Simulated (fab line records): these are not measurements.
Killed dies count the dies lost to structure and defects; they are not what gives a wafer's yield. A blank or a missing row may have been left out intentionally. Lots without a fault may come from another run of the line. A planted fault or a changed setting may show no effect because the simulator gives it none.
fab line records -- flow sky130
record: lots: 6, wafers: 18, lastDay: 50
route steps=708 shown SONOS_TUNNEL@156 SONOS_ONO@168 PAD_OPEN@708
lots untouched by any fault: they come from a run of this same line in which no faults occurred
startH: start of the lot's first displayed wafer, in hours after the record's first day -- waitH: hours elapsed since this lot's preceding step -- " identical to the entry in the row above -- L1.1+2: several wafers, shown together as one row -- - value missing, or start not given -- * or withheld: withheld -- < > ~ a bound
route shown NAME@n: NAME is a module with steps in the file, n the number in the route of the first one -- usual: mean/standard deviation of fault-free wafers -- same: alike in all rows -- chamber/n: place in a boat -- sites: readings site by site -- _std_site: standard deviation across them -- _edge_site: mean of outer sites minus mean of inner sites -- radiusMm: for every site, how far away it sits from the centre of the wafer -- mask NAME#n: copy n -- behind: the most recent tool/chamber to have shaped the wafer -- hold: why the lot went on hold/how many hours it stayed there/how the hold came to an end -- device: transistor that didn't switch, given as n, p or np -- end of line: tests run on the same wafers once the route is complete -- a step given without rows: its recipe and nothing more -- killed: the dies lost at the first sort to structure and to defects; this is not the yield of the wafer -- map: the dies of a wafer, with x for killed, . for not killed, _ for no die there
set.NAME: setting as actually run; set.NAME@STEP: the setting as run at that earlier step -- model.NAME: the simulator's own value behind a step, which no gauge read
lots seen at some steps along the route; tables by step, rows by wafer
services: a tool's chamber out of use, with start hour (startH, from the record's first day; less than 0 if before it), hours out, and reason
== steps ==
step: SKY_SONOS_TUNNEL_COAT_02
recipe: resist: NOVOLAK, spinRpm: 3000, resistThkNm: 1140
step: SKY_SONOS_TUNNEL_SOFTBAKE_03
recipe: tempC: 90, timeS: 60, resist: NOVOLAK
step: SKY_SONOS_TUNNEL_EXPOSE_04
recipe: maskId: TUNM, na: 0.6, sourceShape: conventional, sigmaOuter: 0.6, polarization: unpolarized, targetCdNm: 410, doseMj: 136
step: SKY_SONOS_TUNNEL_PEB_05
recipe: tempC: withheld, timeS: *, resist: NOVOLAK
step: SKY_SONOS_TUNNEL_DEVELOP_06
recipe: resist: NOVOLAK, developer: TMAH, developTimeS: 60, devTempC: 23
step: SKY_SONOS_TUNNEL_CD_MEAS_07
recipe: targetCdNm: 410
usual: cdNm: 410.0/1.9
lot.wafer,tool,chamber,startH,waitH,cdNm
L271.2,cdSem-02,-,235.96,0.1,413.5
L271.4,cdSem-02,-,235.96,0.1,410.9
L271.6,cdSem-02,-,235.96,0.1,411.3
L281.1,cdSem-01,-,323.33,0.1,412.7
L281.2,cdSem-01,-,323.33,0.1,413.1
L281.4,cdSem-01,-,323.33,0.1,410.0
L283.2,cdSem-01,-,341.04,0.1,410.3
L283.5,cdSem-01,-,341.04,0.1,411.3
L283.6,cdSem-01,-,341.04,0.1,412.6
L284.1,cdSem-02,-,349.52,0.1,412.3
L284.2,cdSem-02,-,349.52,0.1,414.1
L284.5,cdSem-02,-,349.52,0.1,412.8
L286.1,cdSem-01,-,366.12,0.1,411.4
L286.3,cdSem-01,-,366.12,0.1,409.4
L286.6,cdSem-01,-,366.12,0.1,413.0
L294.4,cdSem-01,-,447.03,0.1,407.4
L294.5,cdSem-01,-,447.03,0.1,406.7
L294.6,cdSem-01,-,447.03,0.1,407.0
step: SKY_SONOS_TUNNEL_OVL_MEAS_08
usual: SONOS_TUNNEL_OVL: -0.2/1.3
lot.wafer,tool,chamber,startH,waitH,SONOS_TUNNEL_OVL[nm]
L271.2,overlay-02,-,236.06,0.1,-0.1
L271.4,overlay-02,-,236.06,0.1,-0.7
L271.6,overlay-02,-,236.06,0.1,-0.2
L281.1,overlay-01,-,323.45,0.1,-2.0
L281.2,overlay-01,-,323.45,0.1,-2.7
L281.4,overlay-01,-,323.45,0.1,-1.6
L283.2,overlay-01,-,341.15,0.1,0.7
L283.5,overlay-01,-,341.15,0.1,0.9
L283.6,overlay-01,-,341.15,0.1,-0.1
L284.1,overlay-02,-,349.64,0.1,2.0
L284.2,overlay-02,-,349.64,0.1,1.8
L284.5,overlay-02,-,349.64,0.1,1.0
L286.1,overlay-02,-,366.24,0.1,0.8
L286.3,overlay-02,-,366.24,0.1,0.1
L286.6,overlay-02,-,366.24,0.1,0.0
L294.4,overlay-01,-,447.11,0.1,-2.2
L294.5,overlay-01,-,447.11,0.1,-3.0
L294.6,overlay-01,-,447.11,0.1,-2.5
step: SKY_SONOS_TUNNEL_IMPLANT_09
recipe: species: B, energyKev: 20, doseCm2: 1e+12, tiltDeg: withheld
step: SKY_SONOS_TUNNEL_WET_ETCH_10
recipe: chemistry: dHF, targetDepthNm: 14, target: SiO2, dilution: 100:1, tempC: 25, timeS: 280
step: SKY_SONOS_TUNNEL_STRIP_11
recipe: chemistry: SPM, timeS: 600, tempC: 130
step: SKY_SONOS_TUNNEL_TW_MEAS_12
usual: SONOS_TUNNEL_TW: 197.5/0.99
lot.wafer,tool,chamber,startH,waitH,SONOS_TUNNEL_TW
L271.2,filmMetro-02,-,236.52,0.0,198.9
L271.4,filmMetro-02,-,236.52,0.0,197.8
L271.6,filmMetro-02,-,236.52,0.0,197.3
L281.1,filmMetro-03,-,323.90,0.0,195.1
L281.2,filmMetro-03,-,323.90,0.0,195.5
L281.4,filmMetro-03,-,323.90,0.0,196.1
L283.2,filmMetro-04,-,341.61,0.0,197.9
L283.5,filmMetro-04,-,341.61,0.0,197.6
L283.6,filmMetro-04,-,341.61,0.0,197.4
L284.1,filmMetro-02,-,350.10,0.0,197.6
L284.2,filmMetro-02,-,350.10,0.0,197.4
L284.5,filmMetro-02,-,350.10,0.0,197.6
L286.1,filmMetro-04,-,366.69,0.0,196.6
L286.3,filmMetro-04,-,366.69,0.0,198.4
L286.6,filmMetro-04,-,366.69,0.0,197.2
L294.4,filmMetro-04,-,447.57,0.0,196.1
L294.5,filmMetro-04,-,447.57,0.0,197.1
L294.6,filmMetro-04,-,447.57,0.0,195.4
step: SKY_SONOS_TUNNEL_CLEAN_13
recipe: chemistry: dHF, timeS: 20, dilution: 100:1, dry: ipaMarangoni
step: SKY_SONOS_ONO_OXIDATION_00
recipe: tempC: 800, ambient: O2, idleTempC: 700, rampUpCPerMin: 10, rampDownCPerMin: 3, stabiliseS: 600, purgeS: 300, targetThkA: 26, oxTimeS: 1249
usual: spikeTcBottomC: 820.6/1.5, spikeTcCentreC: 800.0/1.2, spikeTcLowerC: 801.0/1.2, spikeTcTopC: 816.4/2, spikeTcUpperC: 799.4/1.1, tubeCenterTempC: 800.01/0.065, tube_center_temp_C_max: 802.1/0.36, zonePowerBottomPct: 20.01/0.24, zonePowerCentrePct: 15.1/1.3
lot.wafer,tool,chamber,startH,waitH,spikeTcBottomC,spikeTcCentreC,spikeTcLowerC,spikeTcTopC,spikeTcUpperC,tubeCenterTempC,tube_center_temp_C_max,zonePowerBottomPct,zonePowerCentrePct,model.SiO2_of_SONOS_ONO_OXIDATION_00.thkNm
L271.2,furnace-02,0,238.56,2.0,823.1,798.8,800.1,815.0,798.3,800,802.5,20.06,13.8,2.588
L271.4,furnace-02,0,238.56,2.0,820.2,799.3,801.9,814.1,796.3,799.98,801.6,20.05,13.8,2.586
L271.6,furnace-02,0,238.56,2.0,821.5,801.5,800.7,814.0,798.9,799.97,803.0,19.84,13.9,2.577
L281.1,furnace-01,0,324.38,0.4,820.1,798.9,801.6,818.1,798.3,800.05,802.2,20.46,16.7,2.566
L281.2,furnace-01,0,324.38,0.4,817.8,801.5,799.6,816.3,800.0,800.06,801.8,20.42,16.2,2.594
L281.4,furnace-01,0,324.38,0.4,821.0,800.6,803.0,818.5,799.6,799.99,802.3,20.17,16.3,2.581
L283.2,furnace-01,0,342.81,1.1,819.4,800.7,802.8,817.6,800.6,800.07,802.0,20.21,16.4,2.541
L283.5,furnace-01,0,342.81,1.1,821.4,800.0,801.4,817.7,801.1,800.02,802.0,20.00,16.4,2.614
L283.6,furnace-01,0,342.81,1.1,820.8,798.8,801.5,817.0,799.3,800.1,802.5,19.94,16.4,2.561
L284.1,furnace-02,0,351.64,1.5,791.7,768.7,768.6,784.2,768.0,769.27,771.1,18.48,12.9,1.708
L284.2,furnace-02,0,351.64,1.5,790.2,769.6,766.8,786.0,767.4,769.32,770.9,18.28,12.8,1.636
L284.5,furnace-02,0,351.64,1.5,791.8,769.3,770.6,783.6,766.5,769.24,771.8,18.63,12.8,1.691
L286.1,furnace-02,0,367.22,0.5,792.8,767.5,768.4,785.6,768.8,769.36,771.5,18.63,12.8,1.593
L286.3,furnace-02,0,367.22,0.5,793.7,768.7,770.2,783.5,769.6,769.28,771.2,18.51,13.0,1.605
L286.6,furnace-02,0,367.22,0.5,790.2,768.6,770.4,784.7,768.6,769.26,771.1,18.45,12.9,1.597
L294.4,furnace-01,0,447.62,0.0,818.5,801.6,801.2,818.5,799.1,800.1,803.4,20.15,16.4,2.572
L294.5,furnace-01,0,447.62,0.0,817.3,800.8,801.7,817.9,799.4,800.12,802.3,20.45,16.4,2.581
L294.6,furnace-01,0,447.62,0.0,818.2,800.2,802.0,818.4,799.5,800.03,802.6,20.02,16.5,2.564
step: SKY_SONOS_ONO_THK_MEAS_01
recipe: reads: SiO2_of_SONOS_ONO_OXIDATION_00
usual: SONOS_ONO_OXIDATION_THK: 2.61/0.065
lot.wafer,tool,chamber,startH,waitH,SONOS_ONO_OXIDATION_THK[nm]
L271.2,filmMetro-03,-,239.91,0.0,2.56
L271.4,filmMetro-03,-,239.91,0.0,2.57
L271.6,filmMetro-03,-,239.91,0.0,2.54
L281.1,filmMetro-01,-,325.73,0.0,2.61
L281.2,filmMetro-01,-,325.73,0.0,2.58
L281.4,filmMetro-01,-,325.73,0.0,2.55
L283.2,filmMetro-03,-,344.16,0.0,2.51
L283.5,filmMetro-03,-,344.16,0.0,2.64
L283.6,filmMetro-03,-,344.16,0.0,2.51
L284.1,filmMetro-03,-,352.99,0.0,1.75
L284.2,filmMetro-03,-,352.99,0.0,1.63
L284.5,filmMetro-03,-,352.99,0.0,1.65
L286.1,filmMetro-04,-,368.57,0.0,1.66
L286.3,filmMetro-04,-,368.57,0.0,1.59
L286.6,filmMetro-04,-,368.57,0.0,1.60
L294.4,filmMetro-04,-,448.99,0.0,2.53
L294.5,filmMetro-04,-,448.99,0.0,2.59
L294.6,filmMetro-04,-,448.99,0.0,2.63
step: SKY_SONOS_ONO_CVD_02
recipe: material: Si3N4, precursor: DCS/NH3, targetThkNm: 10.5, tempC: 770, timeS: 180, pressureMtorr: 250
step: SKY_PAD_OPEN_PROBE_99
usual: killed_at_M0_to_M3: 43/6.6, killed_at_M4_up: 3.1/1.6, killedAtContacts: 23/5.6, killedAtFrontEnd: 15/4.2, killedAtOther: 0.2/0.43, killedDies: 85/9.3, killedOpen: 46/6.6, killedShort: 39/6.2
same: grossDies: 492, killedAtBackSide: 0
lot.wafer,tool,chamber,startH,waitH,killed_at_M0_to_M3,killed_at_M4_up,killedAtContacts,killedAtFrontEnd,killedAtOther,killedDies,killedOpen,killedShort,model.etest.sonosErased.driveUaUm,model.etest.sonosUncharged.rOnOhmUm,model.etest.capOno.gateLog10ACm2,model.etest.capOno.gateBvV,model.etest.capOno.toxAccNm,model.etest.pfetG5v0d10v5.offLog10AUm,model.etest.sonosErased.vtV,model.etest.sonosBaked.vtLessV
L271.2,prober-01,-,1056.71,0.1,41,3,34,15,0,93,51,42,165.8,828.6,-8.364,16.5,13.18,-12.67,-2.159,-0.45
L271.4,prober-01,-,1056.81,0.2,38,3,23,13,1,78,41,37,190.6,802.3,-8.155,16.68,13.08,-12.44,-2.245,-0.441
L271.6,prober-01,-,1056.91,0.2,42,3,23,16,0,84,46,38,167.6,807.6,-8.114,16.59,13.03,-13.01,-2.215,-0.5028
L281.1,prober-02,-,1131.02,0.1,47,2,20,8,0,77,50,27,193.1,817,-8.164,16.43,13,-12.32,-2.252,-0.4736
L281.2,prober-02,-,1131.07,0.1,53,2,22,16,0,93,47,46,163.9,820.4,-8.066,16.97,12.96,-12.21,-2.235,-0.4968
L281.4,prober-02,-,1131.17,0.2,47,5,27,11,0,90,42,48,189.4,820.5,-8.074,16.66,12.93,-12.54,-2.275,-0.5234
L283.2,prober-01,-,1141.30,0.1,49,3,28,16,0,96,55,41,225.7,803.2,-7.988,16.61,12.94,-12.34,-2.338,-0.5438
L283.5,prober-01,-,1141.45,0.2,39,1,22,12,0,74,41,33,221.6,814.1,-8.007,16.17,12.95,-12.26,-2.316,-0.5524
L283.6,prober-01,-,1141.50,0.2,43,4,29,7,0,83,45,38,185.7,814.6,-7.918,16.6,12.91,-11.97,-2.298,-0.486
L284.1,prober-02,-,1143.40,0.1,47,2,25,23,1,98,49,49,253.2,797.5,-7.116,15.61,12.23,-11.74,-2.627,-0.6994
L284.2,prober-02,-,1143.45,0.1,53,1,14,15,0,83,48,35,215.2,788.6,-7.037,15.8,12.15,-11.66,-2.602,-0.8095
L284.5,prober-02,-,1143.60,0.2,44,4,17,12,0,77,38,39,213,803.1,-6.989,15.71,12.2,-11.73,-2.601,-0.795
L286.1,prober-01,-,1172.93,0.1,48,1,19,18,0,86,49,37,223.3,784.8,-6.7,15.13,11.91,-12.01,-2.672,-0.925
L286.3,prober-01,-,1173.03,0.2,39,5,28,10,1,83,43,40,236.6,765.3,-6.718,15.58,11.94,-12.04,-2.668,-0.9075
L286.6,prober-01,-,1173.18,0.2,39,4,15,14,0,72,36,36,233.8,793.2,-6.65,15.78,11.88,-12.05,-2.664,-0.8324
L294.4,prober-02,-,1204.54,0.2,30,1,26,19,0,76,46,30,181.1,810.8,-8.026,16.42,12.95,-12.46,-2.268,-0.534
L294.5,prober-02,-,1204.59,0.2,38,5,16,16,0,75,40,35,189.4,812.1,-7.897,16.67,12.91,-12.7,-2.289,-0.5254
L294.6,prober-02,-,1204.64,0.2,40,2,13,13,1,69,40,29,166,827.5,-7.817,16.29,12.84,-12.73,-2.285,-0.5763
killed by level:class
L271.2 CONTACT:geometricParticle:open=15 VIA1:geometricParticle:open=8 CONTACT:geometricParticle:short=8 VIA2:geometricParticle:open=7 VIA3:geometricParticle:open=6 FIELD_ISO:geometricParticle:short=5 LOCAL_INTERCONNECT:geometricParticle:short=5 POLY_GATE:geometricParticle:open=4
L271.4 LI_CONTACT:geometricParticle:open=7 CONTACT:geometricParticle:short=6 VIA1:geometricParticle:open=6 VIA3:geometricParticle:open=6 CONTACT:geometricParticle:open=5 METAL2:geometricParticle:short=5 VIA2:geometricParticle:open=5 METAL1:geometricParticle:short=4
L271.6 VIA1:geometricParticle:open=8 VIA2:geometricParticle:open=8 LI_CONTACT:geometricParticle:open=7 CONTACT:geometricParticle:open=6 POLY_GATE:geometricParticle:short=5 METAL1:geometricParticle:short=5 CONTACT:geometricParticle:short=5 VIA1:geometricParticle:short=4
L281.1 VIA1:geometricParticle:open=11 CONTACT:geometricParticle:open=9 LI_CONTACT:geometricParticle:open=8 METAL1:geometricParticle:short=8 VIA3:geometricParticle:open=8 METAL2:geometricParticle:short=6 VIA2:geometricParticle:open=5 POLY_GATE:geometricParticle:short=2
L281.2 VIA1:geometricParticle:open=9 CONTACT:geometricParticle:open=9 POLY_GATE:geometricParticle:short=7 VIA1:geometricParticle:short=7 METAL2:geometricParticle:short=7 VIA3:geometricParticle:open=7 LI_CONTACT:geometricParticle:open=6 VIA2:geometricParticle:open=6
L281.4 LOCAL_INTERCONNECT:geometricParticle:short=9 VIA1:geometricParticle:open=8 VIA2:geometricParticle:short=7 LI_CONTACT:geometricParticle:open=6 CONTACT:geometricParticle:open=6 VIA3:geometricParticle:open=6 VIA2:geometricParticle:open=6 FIELD_ISO:geometricParticle:open=5
L283.2 VIA3:geometricParticle:open=14 VIA1:geometricParticle:open=11 CONTACT:geometricParticle:open=10 METAL1:geometricParticle:short=6 FIELD_ISO:geometricParticle:short=5 LI_CONTACT:geometricParticle:open=5 LOCAL_INTERCONNECT:geometricParticle:short=5 VIA1:geometricParticle:short=4
L283.5 VIA3:geometricParticle:open=9 CONTACT:geometricParticle:open=8 VIA1:geometricParticle:open=6 METAL2:geometricParticle:short=5 VIA2:geometricParticle:open=4 LI_CONTACT:geometricParticle:open=4 LOCAL_INTERCONNECT:geometricParticle:short=4 METAL1:geometricParticle:short=4
L283.6 CONTACT:geometricParticle:open=11 VIA1:geometricParticle:open=11 VIA2:geometricParticle:open=9 CONTACT:geometricParticle:short=6 LI_CONTACT:geometricParticle:open=5 METAL3:geometricParticle:short=5 METAL1:geometricParticle:short=4 LI_CONTACT:geometricParticle:short=4
L284.1 VIA1:geometricParticle:open=12 CONTACT:geometricParticle:open=8 FIELD_ISO:geometricParticle:short=7 CONTACT:geometricParticle:short=7 VIA1:geometricParticle:short=6 FIELD_ISO:geometricParticle:open=5 POLY_GATE:geometricParticle:open=5 LOCAL_INTERCONNECT:geometricParticle:short=5
L284.2 VIA1:geometricParticle:open=17 VIA2:geometricParticle:open=9 CONTACT:geometricParticle:open=8 FIELD_ISO:geometricParticle:short=7 VIA3:geometricParticle:open=6 METAL1:geometricParticle:short=5 METAL2:geometricParticle:short=5 FIELD_ISO:geometricParticle:open=4
L284.5 METAL1:geometricParticle:short=12 VIA1:geometricParticle:open=11 LI_CONTACT:geometricParticle:open=7 CONTACT:geometricParticle:open=7 VIA2:geometricParticle:short=5 VIA1:geometricParticle:short=4 METAL2:geometricParticle:short=4 FIELD_ISO:geometricParticle:open=3
L286.1 VIA1:geometricParticle:open=11 VIA3:geometricParticle:open=8 METAL1:geometricParticle:short=7 LI_CONTACT:geometricParticle:open=6 CONTACT:geometricParticle:open=6 FIELD_ISO:geometricParticle:short=4 POLY_GATE:geometricParticle:open=4 METAL3:geometricParticle:short=4
L286.3 CONTACT:geometricParticle:open=10 VIA1:geometricParticle:open=9 LI_CONTACT:geometricParticle:open=6 LOCAL_INTERCONNECT:geometricParticle:short=6 VIA2:geometricParticle:open=6 POLY_GATE:geometricParticle:short=4 VIA3:geometricParticle:open=4 VIA2:geometricParticle:short=4
L286.6 VIA1:geometricParticle:open=8 METAL2:geometricParticle:short=7 VIA1:geometricParticle:short=6 FIELD_ISO:geometricParticle:open=5 SPACER:geometricParticle:short=4 LI_CONTACT:geometricParticle:open=4 LOCAL_INTERCONNECT:geometricParticle:short=4 METAL2:geometricParticle:open=4
L294.4 VIA1:geometricParticle:open=9 CONTACT:geometricParticle:open=7 CONTACT:geometricParticle:short=6 VIA2:geometricParticle:open=6 POLY_GATE:geometricParticle:short=5 FIELD_ISO:geometricParticle:open=4 FIELD_ISO:geometricParticle:short=4 LI_CONTACT:geometricParticle:open=4
L294.5 METAL2:geometricParticle:short=10 VIA1:geometricParticle:open=9 VIA3:geometricParticle:open=8 POLY_GATE:geometricParticle:short=6 METAL1:geometricParticle:short=5 CONTACT:geometricParticle:open=5 FIELD_ISO:geometricParticle:open=4 LI_CONTACT:geometricParticle:open=4
L294.6 VIA1:geometricParticle:open=16 VIA1:geometricParticle:short=6 POLY_GATE:geometricParticle:short=5 VIA2:geometricParticle:open=5 METAL1:geometricParticle:short=4 LI_CONTACT:geometricParticle:open=3 CONTACT:geometricParticle:open=3 METAL2:geometricParticle:short=3
== services ==
tool,chamber,startH,hours,kind
furnace-01,-,221.59,3.8,pm
furnace-02,-,229.64,3.6,pm
furnace-01,-,274.35,12.6,pm
furnace-01,-,349.81,3.6,pm
furnace-01,-,389.32,3.3,pm
== key ==
firstSign: step: SKY_SONOS_ONO_OXIDATION_00, reading: tubeCenterTempC, direction: down, sigmas: 99+, usual: *, struck: *
effect: step: SKY_SONOS_ONO_OXIDATION_00, reading: tube_center_temp_C_max, direction: down, sigmas: 86, usual: *, struck: *
effect: step: SKY_SONOS_ONO_THK_MEAS_01, reading: SONOS_ONO_OXIDATION_THK, direction: down, sigmas: 15, usual: 2.61, struck: 1.65
modelEffect: step: SKY_SONOS_ONO_OXIDATION_00, value: SiO2_of_SONOS_ONO_OXIDATION_00.thkNm, without: 2.602, struck: 1.638
modelEffect: step: SKY_PAD_OPEN_PROBE_99, value: etest.sonosErased.driveUaUm, without: 177.2, struck: 229.2
metAt SKY_SONOS_ONO_OXIDATION_00
struckWafers L284.1,L284.2,L284.5,L286.1,L286.3,L286.6
testerLeftOut L284,L286
onsetBetween 238.56 351.64
fault: kind: processParameterDrift, tool: furnace-02, chamber: -, onsetH: 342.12, steps: SKY_SONOS_ONO_OXIDATION_00, channel: tempC, offset: *, shape: step, endH: 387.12, actsIn: *, stated: *
testerLeftOut: of these lots the tester's yield and bins aren't shown, on N5 and GAA mostly nor the transistor test; their killed dies are dies lost to structure and defects alone, not to doping, threshold or leakage, so they don't give the yield
